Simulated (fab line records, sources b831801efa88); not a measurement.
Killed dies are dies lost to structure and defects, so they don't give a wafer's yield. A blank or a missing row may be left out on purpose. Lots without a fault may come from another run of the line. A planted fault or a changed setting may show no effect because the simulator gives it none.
Problem report in the 8D (eight disciplines) form, filled by code | flow sky130 | the parts of the form that need people (team, actions taken, sign-off) are left out

1. THE PROBLEM
cd_nm at SKY_LOCAL_INTERCONNECT_CD_MEAS_11 reads a mean of 138.8 nm on 2 wafers of 2 lots; wafers without a fault read 170.4 nm with a standard deviation of 1.6. That is -20 standard deviations from the usual mean.
The step: target cd 170 nm.
First seen on wafer L546.5, day 35 13:46, on cd_sem-01. The record holds 37 wafers of 13 lots with a number at this step. Rule for "out", or "out of limits": more than 4 standard deviations from the usual mean. The other wafers with a number count as sound.

2. WHAT IT IS AND WHAT IT IS NOT
question                    | is                | is not
which readings at this step | cd_nm             | -
which lots                  | L546, L551        | L536, L537, L538, L540, L541, L543, L545, L553, L554, L555, L559
which wafers of those lots  | L546.5, L551.5    | L546.6, L551.6
read on which gauges        | cd_sem-01         | cd_sem-02
when                        | from day 35 13:46 | up to then (22 sound wafers); but 13 sound wafers of L551, L553, L554, L555, L559 came after

3. SUSPECTS, AND WHAT RULES EACH OUT
Counting: a tool at a process step up to the reading stays a suspect if it ran every lot that is out. Sound lots after the first of them don't rule it out here, since some wafers of a struck lot are sound.
- the gauge at SKY_LOCAL_INTERCONNECT_CD_MEAS_11: ruled out. All the wafers that are out were read on cd_sem-01, but those of them that SKY_PAD_OPEN_PROBE_99 has rows for are out there too, on other tools.
- cvd_w-02 at SKY_LI_CONTACT_CVD_21 (deposits W, target thk 400 nm, time 120.56 s): kept. It ran every lot that is out, first L546 (day 34 10:58); its last sound lot up to then is L540 (day 32 05:08).
- krf_scanner-02 at SKY_LOCAL_INTERCONNECT_EXPOSE_08 (exposes mask LI1M, target cd 170 nm): kept. It ran every lot that is out, first L546 (day 35 02:03); its last sound lot up to then is L545 (day 33 17:41).
- Within cvd_w-02 at SKY_LI_CONTACT_CVD_21: the wafers that are out ran in chamber 0; their sound lot-mates ran in chamber 1.
Left after counting: cvd_w-02 at SKY_LI_CONTACT_CVD_21, krf_scanner-02 at SKY_LOCAL_INTERCONNECT_EXPOSE_08.

4. THE CAUSE (what the simulator had put in)
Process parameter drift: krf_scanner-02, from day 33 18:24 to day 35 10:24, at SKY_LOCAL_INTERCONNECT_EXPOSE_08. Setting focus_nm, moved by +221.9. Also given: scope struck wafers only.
Counting left 2 suspects, and this tool is among them.

5. THE CHAIN OF EFFECTS, in route order
Each row: a reading whose mean over the struck wafers that have a number lies more than 3 standard deviations from the usual. Only readings for which the record gives a usual standard deviation are gone through. hours: the time from each lot's start at the first step in this table that gives one to its start at this step, as a median over the lots. sigmas: the change in usual standard deviations.
hours | step                              | reading            | usual    | on struck wafers | change | sigmas
0     | SKY_LOCAL_INTERCONNECT_CD_MEAS_11 | cd_nm              | 170.4 nm | 138.8            | -31.7  | -20
338   | SKY_PAD_OPEN_PROBE_99             | killed_at_contacts | 24       | 283              | +259   | +47
338   | SKY_PAD_OPEN_PROBE_99             | killed_dies        | 87       | 352              | +265   | +29
The process steps in it:
- SKY_PAD_OPEN_PROBE_99

6. WHAT WOULD HAVE CAUGHT IT SOONER
In this record the first reading out of limits at a measuring or inspecting step was taken at day 35 13:46, 43 hours after the fault began at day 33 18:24.
All the lots that are out (2) had begun SKY_LOCAL_INTERCONNECT_EXPOSE_08 on krf_scanner-02 by day 35 13:46. A hold on the tool at that time would have spared none of them.
